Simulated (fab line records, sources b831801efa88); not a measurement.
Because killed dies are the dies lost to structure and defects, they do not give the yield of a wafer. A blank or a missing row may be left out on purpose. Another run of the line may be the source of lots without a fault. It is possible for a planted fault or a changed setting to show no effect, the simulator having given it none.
Which tool was responsible? | flow sfq line | 39 wafers from 13 lots sampled at 4 of the route's 325 steps

== WHAT THE GAUGES SHOWED, per wafer ==
SFQ_I4_BOW_MEAS_927. Usual: I4_BOW gives 1 um (standard deviation 9.5).
lot  | measured     | on            | I4_BOW (um) | flag
L585 | day 55 14:20 | film metro-04 | -3 8 -5     |
L586 | day 55 23:57 | film metro-01 | -7 10 13    |
L587 | day 56 08:57 | film metro-04 | 16 6 -5     |
L588 | day 56 17:57 | film metro-01 | -3 -11 3    |
L589 | day 56 23:58 | film metro-04 | -5 1 -22    |
L590 | day 57 02:58 | film metro-04 | -5 -9 -6    |
L591 | day 57 04:25 | film metro-01 | -3 -12 -11  |
L593 | day 57 13:40 | film metro-04 | 7 6 -7      |
L594 | day 58 06:28 | film metro-01 | -9 -10 -12  |
L596 | day 58 22:43 | film metro-01 | -11 -2 -3   |
L605 | day 62 13:47 | film metro-03 | 6 1 9       |
L606 | day 62 15:37 | film metro-01 | 23 6 3      |
L607 | day 62 16:45 | film metro-03 | -5 2 -4     |

SFQ_JJ_RS_MEAS_929: uses a four-point probe to measure. Usual: JJ_NB_RS gives 1.047 ohm/sq (standard deviation 0.011).
lot  | measured     | on            | JJ_NB_RS (ohm/sq) | flag
L585 | day 60 03:23 | film metro-02 | 1.046 1.039 1.039 |
L586 | day 60 16:23 | film metro-04 | 1.047 1.054 1.059 |
L587 | day 60 21:04 | film metro-01 | 1.064 1.062 1.059 |
L588 | day 61 10:38 | film metro-04 | 1.063 1.059 1.059 |
L589 | day 61 23:51 | film metro-01 | 1.060 1.050 1.067 |
L590 | day 62 03:27 | film metro-02 | 1.041 1.047 1.048 |
L591 | day 62 04:40 | film metro-01 | 1.029 1.031 1.035 |
L593 | day 62 16:38 | film metro-04 | 1.053 1.056 1.048 |
L594 | day 63 05:50 | film metro-02 | 1.022 1.025 1.044 |
L596 | day 64 01:04 | film metro-02 | 1.358 1.053 1.046 | OFF
L605 | day 67 17:44 | film metro-01 | 1.044 1.052 1.050 |
L606 | day 67 20:05 | film metro-01 | 1.047 1.046 1.028 |
L607 | day 67 22:30 | film metro-01 | 1.052 1.058 1.052 |

== EACH LOT AND THE TOOL THAT RAN IT (in order: tool; ch and the chambers of the sampled wafers; start) ==
lot  | SFQ_TRILAYER_I3_METRO_MEASURE_083 | SFQ_TRILAYER_JJ_TRILAYER_DEP_SPUTTER_112
L585 | film metro-03, day 44 06:05       | pvd sputter-06, day 60 03:17
L586 | film metro-04, day 44 21:24       | pvd sputter-04, day 60 16:18
L587 | film metro-04, day 45 07:00       | pvd sputter-04, day 60 20:59
L588 | film metro-04, day 45 10:11       | pvd sputter-04, day 61 10:33
L589 | film metro-04, day 45 13:23       | pvd sputter-04, day 61 23:45
L590 | film metro-04, day 46 07:05       | pvd sputter-03, day 62 03:21
L591 | film metro-04, day 46 18:43       | pvd sputter-06, day 62 04:33
L593 | film metro-04, day 48 21:59       | pvd sputter-04, day 62 16:33
L594 | film metro-04, day 49 08:11       | pvd sputter-04, day 63 05:45
L596 | film metro-04, day 49 19:23       | pvd sputter-04, day 64 00:57
L605 | film metro-04, day 52 17:35       | pvd sputter-06, day 67 17:37
L606 | film metro-03, day 52 19:34       | pvd sputter-03, day 67 20:00
L607 | film metro-04, day 52 20:11       | pvd sputter-06, day 67 22:25
- SFQ_TRILAYER_I3_METRO_MEASURE_083
- SFQ_TRILAYER_JJ_TRILAYER_DEP_SPUTTER_112: material Nb, target thk 170 nm, time 113.3 s.

== WHAT THE TOOLS THEMSELVES READ (means of the sampled wafers that have a number; where no wafer has one, the mark that the record gives instead) ==
SFQ_TRILAYER_I3_METRO_MEASURE_083. Usual: thk nm 200.0 nm, standard deviation 0.86.
lot  | tool          | thk nm (nm) | flag
L585 | film metro-03 | 199.7       |
L586 | film metro-04 | 199.8       |
L587 | film metro-04 | 199.6       |
L588 | film metro-04 | 201.3       |
L589 | film metro-04 | 201.0       |
L590 | film metro-04 | 199.9       |
L591 | film metro-04 | 199.1       |
L593 | film metro-04 | 199.4       |
L594 | film metro-04 | 199.0       |
L596 | film metro-04 | 200.1       |
L605 | film metro-04 | 201.7       |
L606 | film metro-03 | 200.9       |
L607 | film metro-04 | 199.9       |

SFQ_TRILAYER_JJ_TRILAYER_DEP_SPUTTER_112. Usual: cathode dc power W 2000.0 W, standard deviation 0.33; substrate temp c 19.99 C, standard deviation 0.11; throttle valve pct 29.9 %, standard deviation 0.93.
lot  | tool           | cathode dc power W (W) | substrate temp c (C) | throttle valve pct (%) | flag
L585 | pvd sputter-06 | 2000.0                 | 20.04                | 29.3                   |
L586 | pvd sputter-04 | 2000.0                 | 19.90                | 29.6                   |
L587 | pvd sputter-04 | 2000.0                 | 19.93                | 29.5                   |
L588 | pvd sputter-04 | 2000.1                 | 20.02                | 29.6                   |
L589 | pvd sputter-04 | 2000.0                 | 20.06                | 28.9                   |
L590 | pvd sputter-03 | 2000.2                 | 19.98                | 30.3                   |
L591 | pvd sputter-06 | 2000.1                 | 19.98                | 30.4                   |
L593 | pvd sputter-04 | 2000.3                 | 19.99                | 29.5                   |
L594 | pvd sputter-04 | 1999.7                 | 20.10                | 29.1                   |
L596 | pvd sputter-04 | 1846.8                 | 19.98                | 29.6                   | OFF
L605 | pvd sputter-06 | 2000.1                 | 20.03                | 30.4                   |
L606 | pvd sputter-03 | 1999.9                 | 20.03                | 30.8                   |
L607 | pvd sputter-06 | 2000.1                 | 20.05                | 29.5                   |

== THE ANSWER, worked out from the rows above alone ==
Rule: a lot is off if the mean of its wafers that have a number lies more than 3 standard deviations from the usual mean. Also off: a lot with no number at a reading for which 4 or more lots have one. Where the step has rows for the other lots, those lots are counted as sound. First the gauges in route order, then the tools' own readings, where a lot's mean is used as printed above. The first step at which some lot is off is used, and at that step the reading that is off furthest; a lot without a number counts as furthest.
Off: L596, seen at SFQ_JJ_RS_MEAS_929 (JJ_NB_RS).
A tool fits if, at a process step before that reading, it ran every lot that is off, and no sound lot after the first of them. The gauges at SFQ_JJ_RS_MEAS_929 aren't tried: what is off there is off at SFQ_TRILAYER_JJ_TRILAYER_DEP_SPUTTER_112 too, on other tools, and a gauge's error can't cause that. One fits: pvd sputter-04 at SFQ_TRILAYER_JJ_TRILAYER_DEP_SPUTTER_112. A fault onset in the window from L594 (day 63 05:45, its last sound lot) to L596 (day 64 00:57, its first lot off) fits.
On the lots that are off, the tool's own readings at SFQ_TRILAYER_JJ_TRILAYER_DEP_SPUTTER_112 differ by more than 5 times the standard deviation of the sound lots' means, which bears it out; cathode dc power W reads 1846.8 W there versus 2000.0 W on the sound lots.

== WHAT THE SIMULATOR HAD PUT IN ==
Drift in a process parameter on pvd sputter-04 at SFQ_TRILAYER_JJ_TRILAYER_DEP_SPUTTER_112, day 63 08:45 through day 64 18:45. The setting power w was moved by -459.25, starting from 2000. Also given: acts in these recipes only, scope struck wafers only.
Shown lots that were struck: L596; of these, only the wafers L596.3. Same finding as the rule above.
